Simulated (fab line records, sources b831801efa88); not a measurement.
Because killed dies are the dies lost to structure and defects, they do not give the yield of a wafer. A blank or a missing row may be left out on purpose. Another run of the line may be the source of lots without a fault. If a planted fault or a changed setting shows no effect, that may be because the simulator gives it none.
Commonality check across tools ; flow gf180mcu ; Sample size 12 lots and 36 wafers

## REASON FOR OPENING
Flagged at GF_M4_CD_MEAS_14: reading cd-nm, on 2 of 12 lots. Wafers without a fault read 279.8 nm, standard deviation 1.
Rule: a lot gets a flag if all its wafers with a number sit over 4 standard deviations from that mean, or if no wafer of it has a number. As for the other lots, they are considered sound.

lot;measured;on;cd-nm (nm), wafer by wafer;flag
L165;day 24 01:14;cd-sem-01;279.8 280.4 280.0;
L167;day 24 10:44;cd-sem-02;280.1 280.5 280.9;
L169;day 25 05:12;cd-sem-01;279.9 279.3 280.1;
L171;day 26 04:13;cd-sem-02;280.2 281.7 280.5;
L173;day 26 08:00;cd-sem-01;279.4 280.0 279.2;
L175;day 27 18:35;cd-sem-02;280.0 280.5 279.6;
L176;day 27 21:52;cd-sem-02;279.9 280.3 280.3;
L178;day 27 23:46;cd-sem-01;279.6 279.5 279.8;
L179;day 28 16:26;cd-sem-01;281.0 281.1 282.1;
L181;day 28 22:49;cd-sem-01;280.2 278.9 280.0;
L184;day 29 19:58;cd-sem-01;297.7 297.4 297.3;FLAGGED
L186;day 30 09:26;cd-sem-02;296.6 294.2 295.7;FLAGGED
Average over the flagged lots: 296.5 nm; offset from the usual +16.7 nm, equal to +17 standard deviations.

## LOT BY LOT: THE TOOL USED
Before the reading, the record contains 4 process steps out of a 602-step route. In each cell: the tool, then ch and the chambers that the sampled wafers went through, then the start.
lot;flag;GF_V3_STRIP_18;GF_M4_SPUTTER_00;GF_M4_SPUTTER_01;GF_M4_PEB_12
L165;;plasma-asher-02 ch 0,1, day 22 17:02;pvd-sputter-03, day 23 03:23;pvd-sputter-03, day 23 03:29;litho-track-03 ch 0, day 24 00:53
L167;;plasma-asher-02 ch 0,1, day 23 11:05;pvd-sputter-01, day 23 12:19;pvd-sputter-01, day 23 12:25;litho-track-04 ch 0, day 24 10:23
L169;;plasma-asher-01 ch 0,1, day 24 05:44;pvd-sputter-01, day 24 06:59;pvd-sputter-01, day 24 07:05;litho-track-01 ch 0, day 25 04:51
L171;;plasma-asher-03 ch 0,1, day 25 05:36;pvd-sputter-01, day 25 06:52;pvd-sputter-01, day 25 06:58;litho-track-03 ch 0, day 26 03:52
L173;;plasma-asher-03 ch 0,1, day 25 08:46;pvd-sputter-03, day 25 10:08;pvd-sputter-03, day 25 10:14;litho-track-04 ch 0, day 26 07:41
L175;;plasma-asher-02 ch 0,1, day 26 20:32;pvd-sputter-01, day 26 21:46;pvd-sputter-01, day 26 21:52;litho-track-04 ch 0, day 27 18:14
L176;;plasma-asher-01 ch 0,1, day 26 23:58;pvd-sputter-04, day 27 01:26;pvd-sputter-04, day 27 01:32;litho-track-01 ch 0, day 27 21:32
L178;;plasma-asher-03 ch 0,1, day 27 01:47;pvd-sputter-01, day 27 03:01;pvd-sputter-01, day 27 03:07;litho-track-01 ch 0, day 27 23:26
L179;;plasma-asher-02 ch 0, day 27 20:14;pvd-sputter-01, day 27 21:30;pvd-sputter-01, day 27 21:36;litho-track-03 ch 0, day 28 16:05
L181;;plasma-asher-02 ch 0,1, day 28 02:05;pvd-sputter-04, day 28 03:19;pvd-sputter-04, day 28 03:25;litho-track-04 ch 0, day 28 22:28
L184;FLAGGED;plasma-asher-02 ch 0,1, day 28 23:26;pvd-sputter-03, day 29 00:40;pvd-sputter-03, day 29 00:46;litho-track-04 ch 0, day 29 19:37
L186;FLAGGED;plasma-asher-02 ch 0,1, day 29 13:50;pvd-sputter-04, day 29 15:05;pvd-sputter-04, day 29 15:11;litho-track-04 ch 0, day 30 09:05
What these steps do:
- GF_V3_STRIP_18: strips in O2/N2.
- GF_M4_SPUTTER_00: material Ti, target thk 37.5 nm, time 150 s.
- GF_M4_SPUTTER_01: material TiN, target thk 30 nm, time 25 s.
- GF_M4_PEB_12: peb time 90 s.
- GF_M4_CD_MEAS_14: target cd 280 nm.

## FLAGGED OVER TOTAL, TOOL BY TOOL (the gauges that took the reading come last)
step;tool;lots run;flagged;share of the flagged lots;sound lots run after its first flagged lot
GF_V3_STRIP_18;plasma-asher-01;2;0;none;-
GF_V3_STRIP_18;plasma-asher-02;7;2;all;0
GF_V3_STRIP_18;plasma-asher-03;3;0;none;-
GF_M4_SPUTTER_00;pvd-sputter-01;6;0;none;-
GF_M4_SPUTTER_00;pvd-sputter-03;3;1;some;0
GF_M4_SPUTTER_00;pvd-sputter-04;3;1;some;0
GF_M4_SPUTTER_01;pvd-sputter-01;6;0;none;-
GF_M4_SPUTTER_01;pvd-sputter-03;3;1;some;0
GF_M4_SPUTTER_01;pvd-sputter-04;3;1;some;0
GF_M4_PEB_12;litho-track-01;3;0;none;-
GF_M4_PEB_12;litho-track-03;3;0;none;-
GF_M4_PEB_12;litho-track-04;6;2;all;0
GF_M4_CD_MEAS_14;cd-sem-01;7;1;some;0
GF_M4_CD_MEAS_14;cd-sem-02;5;1;some;0

## THE TABLE: WHAT IT ALLOWS
In 2 table rows, all flagged lots were run: plasma-asher-02 (GF_V3_STRIP_18), litho-track-04 (GF_M4_PEB_12).
- plasma-asher-02 at GF_V3_STRIP_18 ran 7 lots, 2 of them flagged. Last sound lot L181 at day 28 02:05, first flagged lot L184 at day 28 23:26; a fault beginning in between fits.
- litho-track-04 at GF_M4_PEB_12 ran 6 lots, 2 of them flagged. Last sound lot L181 at day 28 22:28, first flagged lot L184 at day 29 19:37; a fault beginning in between fits. Its own readings lie more than 4 standard deviations out on every wafer of the flagged lots: heater-power-total-W.
A lot count leaves these 2 tools indistinguishable: every one of them fits a fault beginning at some hour. More lots, or a look at what each step does to the wafer, might.

## WHAT HAD BEEN PUT IN BY THE SIMULATOR
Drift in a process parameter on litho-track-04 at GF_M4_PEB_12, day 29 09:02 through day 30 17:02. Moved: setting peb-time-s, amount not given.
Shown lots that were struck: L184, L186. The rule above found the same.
